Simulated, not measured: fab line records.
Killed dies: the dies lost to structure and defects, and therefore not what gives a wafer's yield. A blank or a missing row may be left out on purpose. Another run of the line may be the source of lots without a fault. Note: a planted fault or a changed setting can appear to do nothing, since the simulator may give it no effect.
The tool behind it: which one? | flow sky130 | 14 lots (42 wafers sampled), 1 step of a 708-step route

## WHAT THE GAUGES READ, wafer by wafer
No reading from a measuring or inspecting step in the record can be judged against a usual standard deviation.

## EACH LOT AND THE TOOL THAT RAN IT (in order: tool; ch and the chambers of the sampled wafers; start)
lot  | SKY_LDD_HVP_IMPLANT_08
L806 | implanter-01 ch 0, day 20 22:28
L808 | implanter-02 ch 0, day 22 00:51
L809 | implanter-04 ch 0, day 22 09:00
L810 | implanter-04 ch 0, day 22 19:29
L812 | implanter-01 ch 0, day 23 16:32
L814 | implanter-02 ch 0, day 24 10:10
L815 | implanter-02 ch 0, day 25 22:20
L817 | implanter-02 ch 0, day 26 06:31
L818 | implanter-01 ch 0, day 26 07:28
L820 | implanter-02 ch 0, day 26 17:31
L826 | implanter-01 ch 0, day 28 17:59
L827 | implanter-02 ch 0, day 29 06:11
L828 | implanter-04 ch 0, day 29 06:25
L829 | implanter-01 ch 0, day 29 10:02
- SKY_LDD_HVP_IMPLANT_08

## WHAT THE TOOLS THEMSELVES READ (means of the sampled wafers that have a number; where no wafer has one, the mark that the record gives instead)
SKY_LDD_HVP_IMPLANT_08. Usual: beam_energy_keV 20.001, standard deviation 0.0062.
lot  | tool         | beam_energy_keV | flag
L806 | implanter-01 | 20.003          |
L808 | implanter-02 | 20.002          |
L809 | implanter-04 | 19.995          |
L810 | implanter-04 | 20.000          |
L812 | implanter-01 | 19.998          |
L814 | implanter-02 | 19.995          |
L815 | implanter-02 | 19.994          |
L817 | implanter-02 | 20.002          |
L818 | implanter-01 | 20.007          |
L820 | implanter-02 | 19.995          |
L826 | implanter-01 | 23.459          | OFF
L827 | implanter-02 | 20.011          |
L828 | implanter-04 | 20.006          |
L829 | implanter-01 | 23.453          | OFF

## THE ANSWER, worked out from the rows above alone
Rule: a lot counts as off when the mean over its wafers that have a number is more than 3 standard deviations away from the usual mean. Also off: a lot with no number at a reading for which 4 or more lots have one. Any other lot the step has rows for is counted as sound. After the gauges, taken in route order, come the tools' own readings; for these a lot's mean is taken, as printed above. At the first step where some lot is off, the reading lying furthest off is the one used; lots without a number count as furthest.
Off: L826, L829 (SKY_LDD_HVP_IMPLANT_08, beam_energy_keV).
A tool fits if, at that step or a process step before it, it ran every lot that is off, and no sound lot after the first of them. One fits: implanter-01 at SKY_LDD_HVP_IMPLANT_08. Its last sound lot is L818 (day 26 07:28), its first lot that is off L826 (day 28 17:59): a fault that began between those two fits.
The tool's own readings at SKY_LDD_HVP_IMPLANT_08 bear it out: on the lots that are off they differ by more than 5 times the standard deviation of the sound lots' means. beam_energy_keV reads 23.456 there against 20.001 on the sound lots.

## WHAT THE SIMULATOR PUT IN
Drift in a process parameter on implanter-01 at SKY_LDD_HVP_IMPLANT_08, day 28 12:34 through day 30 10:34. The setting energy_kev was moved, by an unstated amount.
Lots struck among those shown: L826, L829. Same finding as the rule above.
